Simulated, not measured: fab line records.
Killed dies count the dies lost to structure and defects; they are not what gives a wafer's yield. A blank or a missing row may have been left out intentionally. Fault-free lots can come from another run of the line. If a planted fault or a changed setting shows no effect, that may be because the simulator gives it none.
fab line records    flow gf180mcu
[record] lots = 13  wafers = 39  last-day = 34
route steps=602 shown LVPWELL@62 VT_IMPLANT@135 POLY_GATE@174 SALICIDE@280
lots that met no fault: taken from a fault-free run of the same line
start-h: hours from the record's first day to the start of the lot's first wafer shown    wait-h: how many hours have passed since the lot's step before this one    " repeats the value in the row above    L1.1+2: one row covering several wafers at once    - no value, or no start was given    * or withheld: withheld    < > ~ a bound
route shown NAME@n: NAME is a module with steps in the file, n the number in the route of the first one    usual: mean/standard deviation taken from wafers without a fault    same: alike in all rows    chamber/n: place in a boat    sites: each site's reading    _std_site: their standard deviation    _edge_site: mean of outer sites minus mean of inner sites    radius-mm: for every site, how far away it sits from the centre of the wafer    mask NAME#n: copy n    behind: the tool/chamber that last shaped the wafer    hold: the reason the lot was held/the length of the hold in hours/how it ended    device: which transistor (n, p or np) failed to switch    end of line: tests of these same wafers at the route's end    a step with no rows: only its recipe    killed: not the wafer's yield, but the dies lost to structure and defects at the first sort    map: a wafer's dies, marking killed ones x, the rest . and places with no die _
set.NAME: the setting the step ran with; set.NAME@STEP: the setting that earlier step ran with    model.NAME: the simulator's own value behind a step, which no gauge read
the route's steps for a sample of lots (tables are steps, rows are wafers)
services: when a tool's chamber went out of use (start-h, in hours from the record's first day, below 0 if earlier), for how many hours, and the reason
[[steps]]
[step GF_LVPWELL_IMPLANT_08]
[recipe] species = B  energy-kev = 170  dose-cm2 = 1.5e+13  tilt-deg = 0
[usual] dose-ions-cm2 = 1.5002e+13/1.5e+10  end-station-pressure-torr = 5.1e-06/2.8e-07
lot.wafer  tool          chamber  start-h  wait-h  dose-ions-cm2  end-station-pressure-torr
L411.4     implanter-03  0        68.47    0.1     1.4999e+13     5.12e-06
L411.5     "             0        "        "       1.4987e+13     5.05e-06
L411.6     "             0        "        "       1.5013e+13     4.7e-06
L412.2     implanter-03  0        74.82    0.0     1.5034e+13     5.15e-06
L412.3     "             0        "        "       1.4979e+13     5.07e-06
L412.4     "             0        "        "       1.5004e+13     4.82e-06
L413.2     implanter-03  0        80.37    0.0     1.5024e+13     4.76e-06
L413.4     "             0        "        "       1.5034e+13     5.18e-06
L413.6     "             0        "        "       1.5048e+13     5.61e-06
L419.2     implanter-02  0        113.82   0.0     1.4969e+13     5.24e-06
L419.3     "             0        "        "       1.5008e+13     5.87e-06
L419.5     "             0        "        "       1.5038e+13     5.4e-06
L420.1     implanter-02  0        122.23   0.0     1.4396e+13     4.85e-06
L420.3     "             0        "        "       1.4417e+13     4.97e-06
L420.5     "             0        "        "       1.4402e+13     4.99e-06
L423.4     implanter-02  0        135.47   0.1     1.4415e+13     5.01e-06
L423.5     "             0        "        "       1.4427e+13     5.08e-06
L423.6     "             0        "        "       1.4451e+13     5.31e-06
L426.2     implanter-04  0        152.55   0.0     1.499e+13      5.28e-06
L426.4     "             0        "        "       1.5003e+13     5.24e-06
L426.5     "             0        "        "       1.5e+13        5.28e-06
L427.2     implanter-03  0        159.30   0.0     1.4995e+13     5.03e-06
L427.3     "             0        "        "       1.5011e+13     4.99e-06
L427.4     "             0        "        "       1.4983e+13     5.07e-06
L428.1     implanter-03  0        164.53   0.0     1.4992e+13     5.31e-06
L428.4     "             0        "        "       1.4996e+13     4.96e-06
L428.5     "             0        "        "       1.5006e+13     5.15e-06
L431.2     implanter-04  0        180.07   0.0     1.4997e+13     5.24e-06
L431.5     "             0        "        "       1.5001e+13     4.85e-06
L431.6     "             0        "        "       1.5002e+13     5.3e-06
L432.2     implanter-03  0        188.27   0.0     1.5007e+13     4.86e-06
L432.4     "             0        "        "       1.5015e+13     4.61e-06
L432.5     "             0        "        "       1.4986e+13     5.25e-06
L433.3     implanter-04  0        195.90   0.1     1.5004e+13     4.76e-06
L433.4     "             0        "        "       1.4992e+13     5.02e-06
L433.6     "             0        "        "       1.4975e+13     4.96e-06
L434.1     implanter-04  0        197.94   0.0     1.5031e+13     5.61e-06
L434.2     "             0        "        "       1.5008e+13     5.13e-06
L434.5     "             0        "        "       1.5013e+13     5.6e-06
[step GF_VT_IMPLANT_RTA_45]
[recipe] temp-c = 1050  time-s = 30  ambient = N2
[usual] anneal-temp-c-max = 1054.6/0.89  lamp-power-pct = 35.3/2.3  wafer_temp_C_max = 1055.6/1.4
lot.wafer  tool           chamber  start-h  wait-h  anneal-temp-c-max  lamp-power-pct  wafer_temp_C_max
L411.4     rtp-anneal-02  0        155.61   0.1     1054.6             33.4            1053.5
L411.5     "              0        "        "       1055.9             33.4            1054.3
L411.6     "              0        "        "       1055.6             33.4            1055.1
L412.2     rtp-anneal-02  0        163.68   0.0     1054.1             33.4            1054.7
L412.3     "              0        "        "       1053.4             33.5            1053.3
L412.4     "              0        "        "       1054.4             33.5            1056.6
L413.2     rtp-anneal-01  0        171.39   0.0     1052.9             38.2            1055.7
L413.4     "              0        "        "       1055.2             38.2            1054.7
L413.6     "              0        "        "       1055.1             38.2            1055.7
L419.2     rtp-anneal-01  0        212.37   0.0     1055.9             38.3            1056.0
L419.3     "              0        "        "       1053.8             38.3            1055.7
L419.5     "              0        "        "       1053.6             38.3            1057.5
L420.1     rtp-anneal-01  0        221.96   0.0     1053.9             38.3            1058.8
L420.3     "              0        "        "       1053.2             38.2            1055.3
L420.5     "              0        "        "       1052.8             38.3            1056.8
L423.4     rtp-anneal-02  0        237.66   0.1     1055.3             33.4            1053.8
L423.5     "              0        "        "       1054.7             33.5            1055.2
L423.6     "              0        "        "       1055.1             33.4            1053.8
L426.2     rtp-anneal-02  0        258.47   0.0     1056.5             33.5            1053.4
L426.4     "              0        "        "       1054.5             33.4            1054.4
L426.5     "              0        "        "       1054.1             33.5            1056.1
L427.2     rtp-anneal-02  0        264.92   0.0     1053.9             33.5            1054.6
L427.3     "              0        "        "       1055.5             33.5            1054.1
L427.4     "              0        "        "       1054.9             33.4            1054.1
L428.1     rtp-anneal-01  0        271.48   0.0     1052.8             38.2            1056.4
L428.4     "              0        "        "       1055.7             38.2            1057.6
L428.5     "              0        "        "       1053.4             38.2            1057.2
L431.2     rtp-anneal-02  0        291.52   0.0     1054.8             33.5            1055.5
L431.5     "              0        "        "       1055.3             33.5            1054.7
L431.6     "              0        "        "       1054.5             33.5            1057.1
L432.2     rtp-anneal-02  0        301.17   0.0     1055.4             33.5            1053.9
L432.4     "              0        "        "       1055.6             33.4            1055.1
L432.5     "              0        "        "       1054.6             33.5            1054.6
L433.3     rtp-anneal-01  0        310.02   0.0     1055.1             38.2            1057.2
L433.4     "              0        "        "       1053.6             38.2            1055.1
L433.6     "              0        "        "       1053.9             38.2            1057.3
L434.1     rtp-anneal-02  0        312.55   0.0     1055.3             33.5            1054.8
L434.2     "              0        "        "       1054.3             33.5            1054.4
L434.5     "              0        "        "       1055.1             33.4            1053.6
[step GF_VT_IMPLANT_RS_MEAS_48]
[recipe] thk-meas-gauge = four-point-probe
[usual] LVPWELL_RS = 1197.1/2.7
lot.wafer  tool           chamber  start-h  wait-h  LVPWELL_RS[ohm/sq]
L411.4     film-metro-02  -        155.96   0.1     1200.1
L411.5     "              -        "        "       1198.9
L411.6     "              -        "        "       1199.6
L412.2     film-metro-03  -        164.02   0.1     1199.8
L412.3     "              -        "        "       1199.3
L412.4     "              -        "        "       1199.9
L413.2     film-metro-03  -        171.73   0.1     1190.4
L413.4     "              -        "        "       1192.5
L413.6     "              -        "        "       1193.1
L419.2     film-metro-03  -        212.71   0.1     1198.1
L419.3     "              -        "        "       1196.0
L419.5     "              -        "        "       1195.5
L420.1     film-metro-02  -        222.30   0.1     1224.6
L420.3     "              -        "        "       1218.8
L420.5     "              -        "        "       1223.9
L423.4     film-metro-03  -        238.01   0.1     1219.3
L423.5     "              -        "        "       1219.0
L423.6     "              -        "        "       1219.2
L426.2     film-metro-03  -        258.82   0.1     1198.5
L426.4     "              -        "        "       1193.2
L426.5     "              -        "        "       1194.4
L427.2     film-metro-01  -        265.26   0.1     1194.8
L427.3     "              -        "        "       1195.9
L427.4     "              -        "        "       1199.8
L428.1     film-metro-02  -        271.82   0.1     1197.7
L428.4     "              -        "        "       1199.1
L428.5     "              -        "        "       1196.7
L431.2     film-metro-01  -        291.87   0.1     1199.1
L431.5     "              -        "        "       1197.4
L431.6     "              -        "        "       1198.7
L432.2     film-metro-03  -        301.51   0.1     1195.5
L432.4     "              -        "        "       1189.7
L432.5     "              -        "        "       1193.7
L433.3     film-metro-03  -        310.37   0.1     1197.2
L433.4     "              -        "        "       1199.3
L433.6     "              -        "        "       1193.9
L434.1     film-metro-01  -        312.89   0.1     1191.9
L434.2     "              -        "        "       1193.5
L434.5     "              -        "        "       1192.6
[step GF_POLY_GATE_THK_MEAS_17]
[recipe] reads = SiO2_of_POLY_GATE_OXIDATION_16
[usual] POLY_GATE_OXIDATION_THK = 3.97/0.084
lot.wafer  tool           chamber  start-h  wait-h  POLY_GATE_OXIDATION_THK[nm]
L411.4     film-metro-03  -        195.31   0.0     3.96
L411.5     "              -        "        "       3.86
L411.6     "              -        "        "       3.94
L412.2     film-metro-03  -        206.13   0.0     4.03
L412.3     "              -        "        "       4.06
L412.4     "              -        "        "       3.91
L413.2     film-metro-03  -        214.05   0.0     4.04
L413.4     "              -        "        "       4.11
L413.6     "              -        "        "       4.03
L419.2     film-metro-03  -        257.39   0.0     3.96
L419.3     "              -        "        "       3.91
L419.5     "              -        "        "       3.97
L420.1     film-metro-03  -        264.81   0.0     3.95
L420.3     "              -        "        "       3.97
L420.5     "              -        "        "       3.98
L423.4     film-metro-04  -        284.20   0.0     4.07
L423.5     "              -        "        "       4.09
L423.6     "              -        "        "       4.16
L426.2     film-metro-04  -        307.47   0.0     4.09
L426.4     "              -        "        "       4.02
L426.5     "              -        "        "       4.01
L427.2     film-metro-03  -        314.17   0.0     4.02
L427.3     "              -        "        "       3.99
L427.4     "              -        "        "       4.06
L428.1     film-metro-04  -        318.22   0.0     3.97
L428.4     "              -        "        "       4.03
L428.5     "              -        "        "       3.96
L431.2     film-metro-04  -        339.83   0.0     3.87
L431.5     "              -        "        "       3.88
L431.6     "              -        "        "       3.84
L432.2     film-metro-04  -        350.32   0.0     3.95
L432.4     "              -        "        "       4.00
L432.5     "              -        "        "       4.10
L433.3     film-metro-03  -        360.04   0.0     3.93
L433.4     "              -        "        "       4.07
L433.6     "              -        "        "       4.02
L434.1     film-metro-03  -        363.89   0.0     4.03
L434.2     "              -        "        "       3.98
L434.5     "              -        "        "       3.99
[step GF_SALICIDE_SPUTTER_02]
[recipe] material = Co  target-thk-nm = 10  power-w = 1000  time-s = 20  chamber-pressure-pa = 0.4
[usual] throttle-valve-pct = 30.0/0.89
lot.wafer  tool            chamber  start-h  wait-h  throttle-valve-pct
L411.4     pvd-sputter-01  -        334.87   0.0     29.5
L411.5     "               -        "        "       30.1
L411.6     "               -        "        "       31.2
L412.2     pvd-sputter-04  -        350.10   0.0     31.0
L412.3     "               -        "        "       28.8
L412.4     "               -        "        "       28.1
L413.2     pvd-sputter-02  -        358.16   0.0     29.4
L413.4     "               -        "        "       30.2
L413.6     "               -        "        "       29.4
L419.2     pvd-sputter-01  -        411.11   0.0     30.3
L419.3     "               -        "        "       31.3
L419.5     "               -        "        "       29.6
L420.1     pvd-sputter-04  -        420.40   0.0     28.2
L420.3     "               -        "        "       30.5
L420.5     "               -        "        "       30.9
L423.4     pvd-sputter-04  -        443.35   0.0     30.4
L423.5     "               -        "        "       30.5
L423.6     "               -        "        "       29.0
L426.2     pvd-sputter-01  -        472.70   0.0     30.4
L426.4     "               -        "        "       31.5
L426.5     "               -        "        "       29.7
L427.2     pvd-sputter-02  -        479.35   0.0     29.3
L427.3     "               -        "        "       30.6
L427.4     "               -        "        "       29.2
L428.1     pvd-sputter-04  -        485.72   0.0     30.5
L428.4     "               -        "        "       27.9
L428.5     "               -        "        "       28.1
L431.2     pvd-sputter-01  -        509.70   0.0     30.4
L431.5     "               -        "        "       29.5
L431.6     "               -        "        "       30.5
L432.2     pvd-sputter-02  -        520.20   0.0     30.0
L432.4     "               -        "        "       30.6
L432.5     "               -        "        "       30.1
L433.3     pvd-sputter-04  -        528.25   0.0     31.4
L433.4     "               -        "        "       29.0
L433.6     "               -        "        "       27.9
L434.1     pvd-sputter-02  -        537.35   0.0     29.4
L434.2     "               -        "        "       29.8
L434.5     "               -        "        "       30.4
[[services]]
tool            chamber  start-h  hours  kind
pvd-sputter-04  -        61.33    5.5    repair
implanter-04    -        84.43    2.4    repair
pvd-sputter-04  -        95.13    3.5    repair
implanter-04    -        102.38   13.0   repair
pvd-sputter-04  -        111.05   3.8    repair
implanter-04    -        141.45   3.5    repair
implanter-03    -        160.76   2.1    repair
pvd-sputter-04  -        177.14   0.9    repair
implanter-04    -        182.70   4.3    pm
pvd-sputter-04  -        189.52   4.9    repair
rtp-anneal-01   -        192.40   5.9    pm
pvd-sputter-01  -        215.04   1.6    repair
implanter-03    -        251.35   3.9    pm
implanter-04    -        302.57   6.9    repair
implanter-03    -        326.65   10.4   repair
pvd-sputter-04  -        328.84   0.7    repair
pvd-sputter-04  -        359.44   5.6    repair
implanter-04    -        383.94   1.1    repair
pvd-sputter-01  -        391.17   5.6    repair
pvd-sputter-01  -        416.75   0.9    repair
implanter-03    -        455.46   2.3    repair
implanter-03    -        496.91   2.4    pm
pvd-sputter-01  -        513.31   0.9    repair
pvd-sputter-02  -        533.84   2.0    repair
[[key]]
[first-sign] step = GF_LVPWELL_IMPLANT_08  reading = dose-ions-cm2  direction = down  sigmas = 39  usual = 1.5002e+13  struck = 1.4418e+13
[effect] step = GF_VT_IMPLANT_RS_MEAS_48  reading = LVPWELL_RS  direction = up  sigmas = 8.6  usual = 1197.1  struck = 1220.8
met-at GF_LVPWELL_IMPLANT_08
struck-lots L420,L423
tester-left-out L420,L423
not-acting-at GF_VT_IMPLANT_RTA_45,GF_POLY_GATE_THK_MEAS_17,GF_SALICIDE_SPUTTER_02
onset-between 113.82 122.23
[fault] kind = process-parameter-drift  tool = implanter-02  chamber = -  onset-h = 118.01  steps = GF_LVPWELL_IMPLANT_08  channel = dose-cm2  offset = -5.8347e+11  shape = step  end-h = 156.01  acts-in = these-recipes-only  stated = 1.5e+13
// tester-left-out: of these lots the tester's yield and bins aren't shown, on N5 and GAA mostly nor the transistor test; their killed dies are dies lost to structure and defects alone, not to doping, threshold or leakage, so they don't give the yield
